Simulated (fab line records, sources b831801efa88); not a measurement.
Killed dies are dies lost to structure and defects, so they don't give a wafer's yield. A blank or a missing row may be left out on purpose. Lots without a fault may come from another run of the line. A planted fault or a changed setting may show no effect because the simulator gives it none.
fab line records | flow gf180mcu
record lots=24 wafers=72 last_day=34
route steps=602 shown M2@378 V2@408 M3@424 M4@460 V4@480
lots that met no fault: from a run of the same line without faults
start_h: hours from the record's first day to the start of the lot's first wafer shown | wait_h: hours since the lot's step before | " the same as in the row above | L1.1+2: a row that stands for several wafers | - no value, or no start given | * or withheld: withheld | < > ~ a bound
route shown NAME@n: a module of which the file shows steps, and the number in the route of the first | usual: mean/standard deviation of fault-free wafers | same: alike in all rows | chamber/n: place in a boat | sites: the reading at each site | _std_site: their standard deviation | _edge_site: outer sites' mean less inner sites' | radius_mm: how far each site lies from the wafer's centre | mask NAME#n: copy n | behind: the tool/chamber that last shaped the wafer | hold: why the lot was held/for how many hours/how that ended | device: the transistor (n, p or np) that didn't switch | end of line: the same wafers' tests at the end of the route | a step without rows: its recipe alone | killed: dies lost to structure and defects at the first sort, not the wafer's yield | map: a wafer's dies, x killed, . not, _ none there
set.NAME: the setting as run; set.NAME@STEP: as run at that earlier step | model.NAME: the simulator's own value behind a step, which no gauge read
steps of the route over a sample of lots; a table a step, a row a wafer
services: from which hour (start_h, from the record's first day; less than 0 if before it) a tool's chamber was out of use, for how many hours, and why
## steps
# step GF_M2_METAL_ETCH_16
# recipe chemistry=Cl2/BCl3 mask_material=KrF target_depth_nm=627.5 stop_on=SiO2 pressure_mtorr=8 icp_w=800 bias_w=140 Cl2_flow_sccm=80 bcl3_flow_sccm=40 time_s=104.6
# usual bias_w=140.0/0.4 drypump_motor_current_A=5.7/0.33 oes_product_au=0.973/0.0075 throttle_valve_pct=28.248/0.01
# columns lot.wafer tool chamber start_h wait_h bias_w drypump_motor_current_A oes_product_au rf_hours_counter_h throttle_valve_pct
L074.1 rie_metal-03 0 436.95 0.0 139.8 5.5 0.965 10 28.252
L074.3 " 1 " " 139.2 6.1 0.972 - 28.242
L074.4 " 0 " " 139.6 5.5 0.982 - 28.235
L075.1 rie_metal-01 0 440.27 0.0 139.7 5.4 0.979 8 28.264
L075.5 " 1 " " 139.5 5.3 0.981 - 28.249
L075.6 " 0 " " 139.7 5.4 0.957 - 28.243
L076.1 rie_metal-03 1 449.77 0.0 140.4 6.1 0.976 2 28.237
L076.4 " 0 " " 139.8 5.5 0.973 - 28.251
L076.6 " 0 " " 139.6 5.5 0.973 - 28.238
L077.1 rie_metal-04 1 470.47 0.0 138.9 6.1 0.951 3 28.259
L077.5 " 0 " " 140.3 5.5 0.974 - 28.240
L077.6 " 1 " " 139.9 6.1 0.979 - 28.260
L078.1 rie_metal-03 1 480.15 0.0 139.9 6.1 0.980 3 28.236
L078.4 " 1 " " 140.2 6.1 0.970 - 28.265
L078.5 " 1 " " 139.9 6.1 0.978 - 28.242
L080.1 rie_metal-01 0 499.07 0.0 140.3 5.4 0.968 9 28.258
L080.4 " 0 " " 139.7 5.4 0.972 - 28.265
L080.5 " 1 " " 140.4 5.3 0.989 - 28.230
L079.2 rie_metal-03 0 500.52 0.0 140.6 5.5 0.971 11 28.251
L079.4 " 1 " " 140.2 6.1 0.980 - 28.242
L079.5 " 1 " " 139.8 6.1 0.963 - 28.235
L082.4 rie_metal-01 1 512.46 0.0 139.6 5.3 0.971 - 28.243
L082.5 " 0 " " 140.3 5.4 0.968 - 28.270
L082.6 " 1 " " 140.1 5.3 0.972 - 28.250
L081.1 rie_metal-04 1 512.77 0.0 140.1 6.1 0.962 4 28.261
L081.2 " 0 " " 139.5 5.5 0.979 2 28.246
L081.6 " 0 " " 139.9 5.5 0.979 - 28.269
L083.1 rie_metal-03 1 522.47 0.0 140.5 6.1 0.985 4 28.242
L083.5 " 1 " " 140.1 6.1 0.976 - 28.240
L083.6 " 1 " " 140.2 6.1 0.979 - 28.248
L084.2 rie_metal-01 1 532.33 0.0 140.2 5.3 0.965 5 28.268
L084.4 " 1 " " 140.5 5.3 0.977 - 28.242
L084.6 " 0 " " 139.9 5.4 0.972 - 28.237
L085.2 rie_metal-01 0 542.33 0.0 140.7 5.4 0.979 10 28.239
L085.4 " 1 " " 139.8 5.3 0.977 - 28.225
L085.6 " 0 " " 140.2 5.4 0.984 - 28.250
L086.3 rie_metal-03 0 543.01 0.1 139.6 5.5 0.978 - 28.253
L086.5 " 0 " " 140.6 5.5 0.975 - 28.235
L086.6 " 1 " " 139.8 6.1 0.966 - 28.269
L087.1 rie_metal-04 1 556.52 0.0 140.2 6.1 0.966 5 28.263
L087.3 " 1 " " 140.8 6.1 0.976 - 28.221
L087.6 " 0 " " 139.2 5.5 0.977 - 28.240
L088.1 rie_metal-03 0 558.42 0.0 140.5 5.5 0.964 1 28.264
L088.2 " 1 " " 139.8 6.1 0.972 5 28.265
L088.6 " 1 " " 140.3 6.1 0.970 - 28.261
L089.1 rie_metal-01 1 569.65 0.0 139.4 5.3 0.968 6 28.251
L089.4 " 1 " " 139.2 5.3 0.959 - 28.255
L089.6 " 1 " " 140.1 5.3 0.956 - 28.263
L090.1 rie_metal-01 1 576.03 0.0 140.2 5.4 0.978 6 28.243
L090.4 " 0 " " 140.7 5.4 0.978 - 28.244
L090.6 " 1 " " 140.7 5.3 0.974 - 28.247
L091.1 rie_metal-04 1 578.62 0.0 138.9 6.2 0.966 6 28.254
L091.2 " 0 " " 139.4 5.5 0.990 4 28.227
L091.3 " 1 " " 139.6 6.1 0.973 - 28.266
L092.1 rie_metal-04 0 586.90 0.0 139.8 5.5 0.969 4 28.252
L092.5 " 0 " " 139.6 5.5 0.974 - 28.264
L092.6 " 1 " " 140.4 6.1 0.962 - 28.259
L093.2 rie_metal-04 1 598.84 0.0 139.4 6.1 0.983 7 28.259
L093.4 " 1 " " 140.2 6.1 0.968 - 28.251
L093.5 " 1 " " 140.1 6.1 0.974 - 28.244
L094.1 rie_metal-01 1 603.49 0.0 140.1 5.3 0.981 7 28.251
L094.2 " 0 " " 139.8 5.4 0.976 12 28.236
L094.6 " 1 " " 139.7 5.3 0.981 - 28.253
L095.1 rie_metal-03 0 609.28 0.0 140.1 5.5 0.979 2 28.248
L095.4 " 1 " " 139.7 6.1 0.972 - 28.261
L095.5 " 1 " " 140.2 6.1 0.965 - 28.250
L096.1 rie_metal-01 1 615.03 0.0 139.7 5.3 0.972 8 28.242
L096.4 " 0 " " 139.9 5.4 0.972 - 28.257
L096.5 " 0 " " 140.0 5.4 0.968 - 28.237
L097.1 rie_metal-04 1 624.62 0.0 140.4 6.2 0.970 8 28.239
L097.2 " 0 " " 139.9 5.5 0.975 6 28.237
L097.5 " 1 " " 140.5 6.1 0.975 - 28.241
# step GF_V2_CMP_26
# recipe stop_on=SiO2 down_force_psi=3.5 platen_rpm=60 t_overpolish_s=15 target_thk_nm=0 pad_velocity_m_s=0.94248
# usual motor_current_A=10.6/0.81 overpolish_run_s=15.001/0.0088 time_to_endpoint_s=85/6.4
# columns lot.wafer tool chamber start_h wait_h motor_current_A overpolish_run_s time_to_endpoint_s
L074.3 cmp-02 3 464.43 0.0 11.7 15.011 89
L074.1 " 1 " " 10.4 15.023 73
L074.4 " 2 " " 10.9 15.006 87
L075.1 cmp-01 0 467.08 0.2 9.6 15.003 90
L075.5 " 1 " " 11.6 15.004 80
L075.6 " 2 " " 9.4 14.991 80
L076.4 cmp-01 3 476.71 0.1 11.4 15.002 86
L076.1 " 0 " " 9.6 14.997 96
L076.6 " 1 " " 12.0 14.991 85
L077.1 cmp-02 0 496.34 0.1 10.2 15.008 81
L077.6 " 3 " " 11.3 15.003 92
L077.5 " 0 " " 10.2 15.007 82
L078.4 cmp-01 3 505.85 0.1 10.8 14.980 80
L078.1 " 1 " " 11.4 15.006 81
L078.5 " 3 " " 11.0 14.978 85
L080.1 cmp-02 2 524.62 0.1 10.9 14.998 83
L080.4 " 0 " " 10.1 15.000 80
L080.5 " 2 " " 10.8 14.999 85
L079.2 cmp-02 3 526.37 0.1 11.9 15.007 96
L079.4 " 0 " " 9.7 15.007 86
L079.5 " 1 " " 10.7 15.010 78
L082.4 cmp-01 2 537.80 0.1 9.1 14.996 92
L082.5 " 1 " " 11.5 14.996 87
L082.6 " 2 " " 9.7 14.988 96
L081.1 cmp-02 3 538.29 0.1 12.0 15.011 96
L081.2 " 2 " " 11.3 15.000 87
L081.6 " 0 " " 9.9 14.997 84
L083.1 cmp-01 3 547.68 0.1 10.7 15.003 89
L083.6 " 2 " " 9.3 15.000 90
L083.5 " 3 " " 10.8 14.996 86
L084.2 cmp-02 0 557.25 0.0 10.1 15.009 84
L084.4 " 2 " " 11.2 14.997 86
L084.6 " 1 " " 10.0 15.001 78
L085.2 cmp-01 2 566.64 0.1 9.1 15.003 91
L085.4 " 3 " " 10.9 15.015 86
L085.6 " 1 " " 12.2 15.017 87
L086.3 cmp-02 0 567.88 0.1 10.3 15.007 81
L086.5 " 3 " " 11.8 14.999 91
L086.6 " 0 " " 10.0 15.000 80
L087.3 cmp-01 0 581.17 0.0 9.5 15.006 92
L087.1 " 2 " " 9.9 15.009 89
L087.6 " 0 " " 9.6 14.983 96
L088.2 cmp-02 1 582.37 0.1 10.4 15.017 75
L088.1 " 2 " " 11.4 14.994 81
L088.6 " 1 " " 10.3 15.000 74
L089.4 cmp-01 3 593.37 0.1 10.4 15.005 85
L089.1 " 1 " " 11.7 14.999 83
L089.6 " 2 " " 9.3 14.985 87
L090.4 cmp-02 2 600.22 0.0 11.0 14.997 88
L090.1 " 0 " " 10.4 15.007 85
L090.6 " 2 " " 11.4 14.998 85
L091.3 cmp-01 3 602.25 0.0 11.3 15.011 85
L091.1 " 0 " " 9.2 15.007 98
L091.2 " 2 " " 10.1 15.024 92
L092.1 cmp-02 1 610.12 0.1 9.8 14.996 77
L092.6 " 1 " " 10.3 14.992 78
L092.5 " 2 " " 10.8 15.004 88
L093.4 cmp-02 0 620.02 0.3 9.6 15.002 81
L093.2 " 2 " " 11.0 15.003 88
L093.5 " 0 " " 10.1 14.998 84
L094.1 cmp-02 0 623.51 0.2 10.1 15.004 77
L094.2 " 3 " " 11.5 14.985 90
L094.6 " 1 " " 10.3 14.993 75
L095.4 cmp-02 3 630.93 0.1 11.4 15.008 89
L095.1 " 0 " " 10.2 14.991 81
L095.5 " 2 " " 11.3 15.002 87
L096.1 cmp-02 3 638.53 0.1 11.1 15.019 90
L096.4 " 0 " " 9.9 15.004 79
L096.5 " 0 " " 9.9 14.990 79
L097.2 cmp-02 0 647.78 0.0 9.6 15.000 80
L097.1 " 3 " " 12.3 15.005 92
L097.5 " 1 " " 10.8 15.007 71
# step GF_M3_OVL_MEAS_15
# usual M3_OVL=0/6.3
# columns lot.wafer tool chamber start_h wait_h M3_OVL[nm]
L074.1 overlay-02 - 489.14 0.1 -5
L074.3 " - " " -3
L074.4 " - " " 13
L075.1 overlay-02 - 491.41 0.1 2
L075.5 " - " " 1
L075.6 " - " " 8
L076.1 overlay-02 - 500.79 0.1 9
L076.4 " - " " -2
L076.6 " - " " 2
L077.1 overlay-02 - 519.94 0.1 -8
L077.5 " - " " 0
L077.6 " - " " -4
L078.1 overlay-01 - 529.44 0.1 5
L078.4 " - " " -2
L078.5 " - " " 8
L080.1 overlay-02 - 547.84 0.1 -9
L080.4 " - " " -5
L080.5 " - " " -11
L079.2 overlay-01 - 549.67 0.1 2
L079.4 " - " " 4
L079.5 " - " " -11
L082.4 overlay-01 - 560.43 0.1 -4
L082.5 " - " " 5
L082.6 " - " " -12
L081.1 overlay-02 - 562.06 0.1 -5
L081.2 " - " " 2
L081.6 " - " " -7
L083.1 overlay-01 - 570.00 0.1 3
L083.5 " - " " -1
L083.6 " - " " 0
L084.2 overlay-02 - 579.97 0.1 -1
L084.4 " - " " -1
L084.6 " - " " 3
L085.2 overlay-01 - 588.42 0.1 2
L085.4 " - " " 5
L085.6 " - " " 6
L086.3 overlay-01 - 589.91 0.1 1
L086.5 " - " " 1
L086.6 " - " " 2
L087.1 overlay-02 - 602.94 0.1 -8
L087.3 " - " " -11
L087.6 " - " " 4
L088.1 overlay-01 - 603.81 0.1 3
L088.2 " - " " 5
L088.6 " - " " -4
L089.1 overlay-02 - 612.64 0.1 5
L089.4 " - " " 9
L089.6 " - " " 12
L090.1 overlay-02 - 618.96 0.1 -10
L090.4 " - " " -2
L090.6 " - " " -2
L091.1 overlay-01 - 621.16 0.1 9
L091.2 " - " " 4
L091.3 " - " " 5
L092.1 overlay-01 - 629.71 0.1 6
L092.5 " - " " 3
L092.6 " - " " 8
L093.2 overlay-02 - 640.36 0.1 1
L093.4 " - " " 0
L093.5 " - " " -4
L094.1 overlay-02 - 644.66 0.1 -12
L094.2 " - " " 8
L094.6 " - " " -9
L095.1 overlay-02 - 651.44 0.1 -3
L095.4 " - " " -7
L095.5 " - " " -1
L096.1 overlay-01 - 659.54 0.1 -2
L096.4 " - " " 7
L096.5 " - " " -6
L097.1 overlay-01 - 667.79 0.1 4
L097.2 " - " " 7
L097.5 " - " " 7
# step GF_M4_SPUTTER_04
# recipe material=TiN target_thk_nm=50 power_w=6500 time_s=41.7 chamber_pressure_pa=0.4
# usual throttle_valve_pct=29.5/1
# columns lot.wafer tool chamber start_h wait_h throttle_valve_pct
L074.1 pvd_sputter-03 - 515.70 0.0 30.6
L074.3 " - " " 29.6
L074.4 " - " " 28.7
L075.1 pvd_sputter-01 - 517.72 0.0 27.7
L075.5 " - " " 27.8
L075.6 " - " " 29.4
L076.1 pvd_sputter-04 - 526.46 0.0 29.4
L076.4 " - " " 32.4
L076.6 " - " " 32.1
L077.1 pvd_sputter-04 - 546.04 0.0 29.3
L077.5 " - " " 30.0
L077.6 " - " " 32.7
L078.1 pvd_sputter-04 - 555.38 0.0 29.6
L078.4 " - " " 29.3
L078.5 " - " " 29.6
L080.1 pvd_sputter-01 - 573.00 0.0 29.7
L080.4 " - " " 28.2
L080.5 " - " " 29.5
L079.2 pvd_sputter-01 - 575.37 0.0 29.4
L079.4 " - " " 28.2
L079.5 " - " " 29.6
L082.4 pvd_sputter-03 - 585.16 0.0 30.3
L082.5 " - " " 30.7
L082.6 " - " " 29.6
L081.1 pvd_sputter-01 - 586.74 0.0 29.3
L081.2 " - " " 29.2
L081.6 " - " " 28.1
L083.1 pvd_sputter-03 - 594.03 0.0 30.7
L083.5 " - " " 30.7
L083.6 " - " " 29.5
L084.2 pvd_sputter-01 - 603.98 0.0 29.5
L084.4 " - " " 29.0
L084.6 " - " " 29.4
L085.2 pvd_sputter-01 - 611.33 0.0 29.3
L085.4 " - " " 28.0
L085.6 " - " " 28.7
L086.3 pvd_sputter-01 - 612.30 0.0 29.6
L086.5 " - " " 29.5
L086.6 " - " " 27.9
L087.1 pvd_sputter-03 - 623.70 0.0 30.5
L087.3 " - " " 28.4
L087.6 " - " " 30.8
L088.1 pvd_sputter-01 - 624.90 0.0 29.6
L088.2 " - " " 28.9
L088.6 " - " " 29.4
L089.1 pvd_sputter-01 - 635.28 0.0 29.5
L089.4 " - " " 28.8
L089.6 " - " " 27.9
L090.1 pvd_sputter-03 - 642.28 0.0 28.8
L090.4 " - " " 30.3
L090.6 " - " " 30.8
L091.1 pvd_sputter-01 - 644.10 0.0 29.3
L091.2 " - " " 29.3
L091.3 " - " " 29.5
L092.1 pvd_sputter-03 - 652.63 0.0 30.5
L092.5 " - " " 28.7
L092.6 " - " " 30.6
L093.2 pvd_sputter-03 - 663.40 0.0 30.6
L093.4 " - " " 30.6
L093.5 " - " " 30.6
L094.1 pvd_sputter-03 - 667.43 0.0 28.9
L094.2 " - " " 30.7
L094.6 " - " " 30.7
L095.1 pvd_sputter-01 - 673.56 0.0 29.3
L095.4 " - " " 27.9
L095.5 " - " " 29.3
L096.1 pvd_sputter-04 - 681.43 0.0 29.5
L096.4 " - " " 29.2
L096.5 " - " " 29.1
L097.1 pvd_sputter-03 - 689.90 0.0 30.3
L097.2 " - " " 29.6
L097.5 " - " " 29.5
# step GF_V4_CMP_04
# recipe material=SiO2 down_force_psi=4 platen_rpm=60 pad_velocity_m_s=0.94248
# usual motor_current_A=11.5/0.89 time_to_endpoint_s=83/6.8
# columns lot.wafer tool chamber start_h wait_h motor_current_A time_to_endpoint_s
L074.3 cmp-01 3 539.68 0.0 11.8 84
L074.4 " 0 " " 10.3 93
L074.1 " 2 " " 10.3 86
L075.1 cmp-02 0 541.64 0.2 11.0 73
L075.5 " 1 " " 10.8 74
L075.6 " 2 " " 11.8 82
L076.4 cmp-02 2 549.95 0.0 11.8 86
L076.1 " 0 " " 11.0 80
L076.6 " 2 " " 12.3 86
L077.1 cmp-01 3 569.53 0.1 12.4 86
L077.6 " 1 " " 12.3 85
L077.5 " 2 " " 10.7 85
L078.1 cmp-01 0 577.91 0.1 10.4 87
L078.4 " 1 " " 12.5 82
L078.5 " 1 " " 12.4 85
L080.4 cmp-01 1 595.14 0.0 13.2 76
L080.1 " 2 " " 10.6 85
L080.5 " 1 " " 12.7 81
L079.4 cmp-01 0 597.47 0.0 10.5 91
L079.2 " 2 " " 10.5 81
L079.5 " 0 " " 10.9 88
L082.4 cmp-01 1 607.30 0.1 12.6 85
L082.6 " 3 " " 12.0 82
L082.5 " 0 " " 11.0 97
L081.2 cmp-01 3 608.79 0.1 12.3 79
L081.1 " 0 " " 10.1 79
L081.6 " 2 " " 10.2 83
L083.1 cmp-02 2 614.55 0.1 12.0 77
L083.6 " 2 " " 12.7 82
L083.5 " 3 " " 11.9 98
L084.2 cmp-02 2 623.01 0.1 12.5 77
L084.4 " 3 " " 12.3 90
L084.6 " 0 " " 11.2 82
L085.4 cmp-01 2 631.63 0.0 10.7 87
L085.2 " 1 " " 13.1 84
L085.6 " 3 " " 11.8 90
L086.3 cmp-02 1 632.98 0.0 11.1 69
L086.6 " 1 " " 11.0 81
L086.5 " 2 " " 11.6 83
L087.3 cmp-01 3 644.65 0.0 11.9 77
L087.1 " 1 " " 13.1 78
L087.6 " 3 " " 12.2 78
L088.2 cmp-01 1 646.67 0.0 11.8 78
L088.1 " 0 " " 11.2 83
L088.6 " 1 " " 12.0 87
L089.1 cmp-01 3 655.97 0.1 11.9 78
L089.4 " 1 " " 11.9 80
L089.6 " 3 " " 11.6 86
L090.4 cmp-01 2 663.03 0.0 10.8 84
L090.1 " 0 " " 10.1 81
L090.6 " 3 " " 12.1 83
L091.1 cmp-01 3 664.93 0.1 11.5 78
L091.2 " 0 " " 10.7 92
L091.3 " 1 " " 13.2 71
L092.1 cmp-02 3 672.80 0.1 12.6 95
L092.6 " 1 " " 11.7 78
L092.5 " 2 " " 12.2 88
L093.4 cmp-02 1 684.22 0.0 10.9 78
L093.2 " 0 " " 10.9 77
L093.5 " 1 " " 10.9 83
L094.1 cmp-02 2 686.82 0.1 12.0 85
L094.2 " 0 " " 10.8 76
L094.6 " 3 " " 11.8 85
L095.1 cmp-01 1 693.28 0.1 12.5 81
L095.4 " 3 " " 11.6 88
L095.5 " 1 " " 12.9 85
L096.4 cmp-01 1 700.95 0.1 12.9 85
L096.1 " 2 " " 10.7 81
L096.5 " 0 " " 11.1 84
L097.2 cmp-02 1 709.25 0.0 10.6 66
L097.1 " 3 " " 12.4 94
L097.5 " 1 " " 11.9 84
# step GF_V4_CD_MEAS_14
# recipe target_cd_nm=260
# usual cd_nm=259.9/1
# columns lot.wafer tool chamber start_h wait_h cd_nm
L074.1 cd_sem-01 - 562.41 0.1 262.2
L074.3 " - " " 260.6
L074.4 " - " " 261.5
L075.1 cd_sem-01 - 564.32 0.1 259.7
L075.5 " - " " 260.1
L075.6 " - " " 260.8
L076.1 cd_sem-01 - 572.42 0.1 260.2
L076.4 " - " " 260.4
L076.6 " - " " 258.9
L077.1 cd_sem-02 - 590.96 0.1 261.3
L077.5 " - " " 261.9
L077.6 " - " " 260.8
L078.1 cd_sem-02 - 599.92 0.1 260.9
L078.4 " - " " 261.1
L078.5 " - " " 260.5
L080.1 cd_sem-01 - 614.56 0.1 260.0
L080.4 " - " " 260.2
L080.5 " - " " 260.2
L079.2 cd_sem-01 - 616.94 0.1 258.8
L079.4 " - " " 260.3
L079.5 " - " " 259.5
L082.4 cd_sem-02 - 625.68 0.1 260.9
L082.5 " - " " 260.4
L082.6 " - " " 260.6
L081.1 cd_sem-02 - 626.97 0.1 259.8
L081.2 " - " " 259.8
L081.6 " - " " 259.7
L083.1 cd_sem-01 - 634.21 0.1 259.3
L083.5 " - " " 259.1
L083.6 " - " " 258.0
L084.2 cd_sem-02 - 643.53 0.1 261.1
L084.4 " - " " 261.1
L084.6 " - " " 260.1
L085.2 cd_sem-01 - 651.88 0.1 260.2
L085.4 " - " " 260.3
L085.6 " - " " 260.8
L086.3 cd_sem-02 - 652.71 0.1 260.8
L086.5 " - " " 261.7
L086.6 " - " " 261.0
L087.1 cd_sem-01 - 664.57 0.1 258.2
L087.3 " - " " 258.3
L087.6 " - " " 259.2
L088.1 cd_sem-02 - 666.12 0.1 259.8
L088.2 " - " " 259.2
L088.6 " - " " 258.8
L089.1 cd_sem-02 - 675.96 0.1 260.3
L089.4 " - " " 258.4
L089.6 " - " " 259.9
L090.1 cd_sem-01 - 682.42 0.1 259.8
L090.4 " - " " 261.3
L090.6 " - " " 260.6
L091.1 cd_sem-02 - 684.22 0.1 259.5
L091.2 " - " " 258.6
L091.3 " - " " 259.0
L092.1 cd_sem-02 - 691.67 0.1 259.1
L092.5 " - " " 260.3
L092.6 " - " " 258.3
L093.2 cd_sem-02 - 702.88 0.1 259.2
L093.4 " - " " 258.5
L093.5 " - " " 258.9
L094.1 cd_sem-01 - 705.97 0.1 260.6
L094.2 " - " " 261.2
L094.6 " - " " 259.7
L095.1 cd_sem-01 - 711.66 0.1 259.2
L095.4 " - " " 259.9
L095.5 " - " " 259.0
L096.1 cd_sem-01 - 719.27 0.1 258.1
L096.4 " - " " 259.0
L096.5 " - " " 258.5
L097.1 cd_sem-02 - 727.57 0.1 260.5
L097.2 " - " " 260.3
L097.5 " - " " 259.8
## services
# columns tool chamber start_h hours kind
cmp-02 - 435.76 9.4 repair
cmp-01 - 446.18 0.4 repair
cmp-01 - 460.91 1.7 repair
cmp-02 - 474.08 1.5 repair
cmp-01 - 492.65 7.2 pm
rie_metal-03 - 505.44 0.5 repair
pvd_sputter-04 - 508.53 3.4 repair
pvd_sputter-03 - 522.53 13.6 repair
cmp-01 - 524.72 2.5 repair
cmp-02 - 526.67 1.0 repair
cmp-02 - 545.26 0.3 repair
cmp-01 - 572.00 4.0 pm
cmp-01 - 573.08 0.6 repair
pvd_sputter-01 - 581.00 3.0 repair
cmp-01 - 619.11 6.0 pm
rie_metal-03 - 647.58 1.4 pm
rie_metal-04 - 656.68 2.8 pm
cmp-02 - 664.87 1.2 repair
rie_metal-01 - 669.01 2.8 pm
cmp-01 - 686.69 0.5 repair
cmp-02 - 687.40 0.8 repair
cmp-02 - 689.98 10.2 pm
cmp-02 - 701.60 0.8 repair
cmp-02 - 701.61 5.3 repair
## key
fault none
